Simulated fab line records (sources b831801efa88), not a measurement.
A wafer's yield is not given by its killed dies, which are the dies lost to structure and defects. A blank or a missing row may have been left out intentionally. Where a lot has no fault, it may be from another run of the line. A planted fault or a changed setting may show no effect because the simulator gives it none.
A lot that was struck, set against a sound lot	flow sky130	15 steps out of a route of 708
Sound: wafers L376.3, L376.4, L376.6. Struck: wafer L384.6. (L384.4 of the same lot was not struck and is left out.) The cause comes at the end.
Per side, at each step with rows, come the tool, then ch with its chambers, and then its first start. Under that, the readings that differ: sound wafers	struck wafers	difference of the means	sigmas: that difference in standard deviations of wafers without a fault.
alike: readings with means less than 2 such deviations apart, plus words and numbers identical on both sides. not compared: withheld readings, readings lacking a value on some wafer, bounds such as >300 that could conceal the same value, and numbers that have no deviation in the record and whose values overlap.
A row with sigmas, a row that says differs or no value, or rows on one side alone: a step with any of these is where the two part. When numbers do not overlap yet have no deviation, they are printed without sigmas and do not part them. A reading that every wafer of one side lacks parts them only if that side has two wafers or more.

first, 1 step without rows for these wafers: SKY_VIA1_ETCH_15 (etches SiO2 in C4F8/O2/Ar, stops on TiN, target depth 351 nm, time 54 s).
SKY_VIA1_STRIP_16: strips in O2/N2.
  sound on plasma_asher-01 ch 0,1, day 34 21:10; struck on plasma_asher-03 ch 1, day 37 12:02
reading	sound	struck	difference	sigmas
oes_product_au (a.u.)	0.411 0.416 0.415	0.403	-0.011	-2
strip_time_to_endpoint_s (s)	4.472 4.479 4.474	4.374	-0.101	-4
  alike: drypump_motor_current_A
  not compared: rf_hours_counter_h
then, 3 steps without rows for these wafers: SKY_VIA1_STRIP_17 (strips in post etch residue remover, time 1200 s); SKY_VIA1_CLEAN_18 (cleans in IPA, time 180 s); SKY_VIA1_CLEAN_19 (cleans in O3/DIW).
SKY_VIA1_SPUTTER_20: material TiN, target thk 20 nm, time 80 s.
  struck on pvd_sputter-02, day 37 12:38; sound on pvd_sputter-02, day 34 21:44
  alike: throttle_valve_pct
SKY_VIA1_CVD_21: deposits W, target thk 270 nm, time 80.902 s.
  sound on cvd_w-01 ch 0,1, day 34 21:49; struck on cvd_w-02 ch 1, day 37 12:43
  alike: heater_power_outer_w, heater_power_w
SKY_VIA1_RS_MEAS_22: uses a four-point probe to measure.
  struck on film_metro-02, day 37 12:50; sound on film_metro-02, day 34 21:55
  alike: VIA1_W_RS
SKY_VIA1_THK_MEAS_23: measures by xrf.
  struck on film_metro-02, day 37 12:56; sound on film_metro-02, day 34 22:01
  alike: VIA1_W_THK
SKY_VIA1_CMP_24: polishes, stops on SiO2, t overpolish 15 s, target thk 0 nm.
  sound on cmp-01 ch 0,2,3, day 34 22:07; struck on cmp-01 ch 1, day 37 13:04
reading	sound	struck	difference	sigmas
time_to_endpoint_s (s)	63 64 61	71	+8	+2
  alike: motor_current_A, overpolish_run_s, slurry_filter_dp_kPa
then, 2 steps without rows for these wafers: SKY_METAL2_SPUTTER_00 (material Ti, target thk 15 nm, time 10 s); SKY_METAL2_SPUTTER_01 (material TiN, target thk 20 nm, time 16.7 s).
SKY_METAL2_SPUTTER_02: material AlCu, target thk 250 nm, time 13.3 s.
  struck on pvd_sputter-01, day 37 13:19; sound on pvd_sputter-04, day 34 22:25
reading	sound	struck	difference	sigmas
model.AlCu_of_METAL2_SPUTTER_02.thk_nm (nm)	250.2 246.3 247.2	244.9	-3.0	
  alike: throttle_valve_pct
SKY_METAL2_SPUTTER_03: material Ti, target thk 5 nm, time 3.3 s.
  struck on pvd_sputter-01, day 37 13:20; sound on pvd_sputter-04, day 34 22:26
  alike: throttle_valve_pct
-- the record jumps here: 11 days lie between the struck wafers' starts before and after (it left off in module METAL2 and takes up again in module PAD_OPEN, whose first step shown is number 708 of the route) --
SKY_PAD_OPEN_PROBE_99:
  struck on prober-01, day 48 08:51; sound on prober-02, day 46 11:40
reading	sound	struck	difference	sigmas
defect_limited_yield (%)	85.0 82.3 84.6	78.9	-5.1	-3
killed_dies	74 87 76	104	+25	+3
killed_short	34 45 38	55	+16	+3
sort_bin_5_function (%)	7.9 12.2 8.5	14.2	+4.7	+3
sort_n_pass	418 405 416	388	-25	-3
sort_yield_pct (%)	85.0 82.3 84.6	78.9	-5.1	-3
model.etest.met2.line_ohm_um	0.9026 0.9215 0.9312	0.9508	+0.0324	
  alike: killed_at_M0_to_M3, killed_at_M4_up, killed_at_contacts, killed_at_front_end, killed_at_other, killed_open, sort_bin_3_pad_short, sort_bin_6_memory
  not compared: model.etest.met2.rs_ohm_sq

== WHERE THEY PART ==
First at SKY_VIA1_STRIP_16; last, within this record, at SKY_PAD_OPEN_PROBE_99.

WHY: whatever the simulator had introduced
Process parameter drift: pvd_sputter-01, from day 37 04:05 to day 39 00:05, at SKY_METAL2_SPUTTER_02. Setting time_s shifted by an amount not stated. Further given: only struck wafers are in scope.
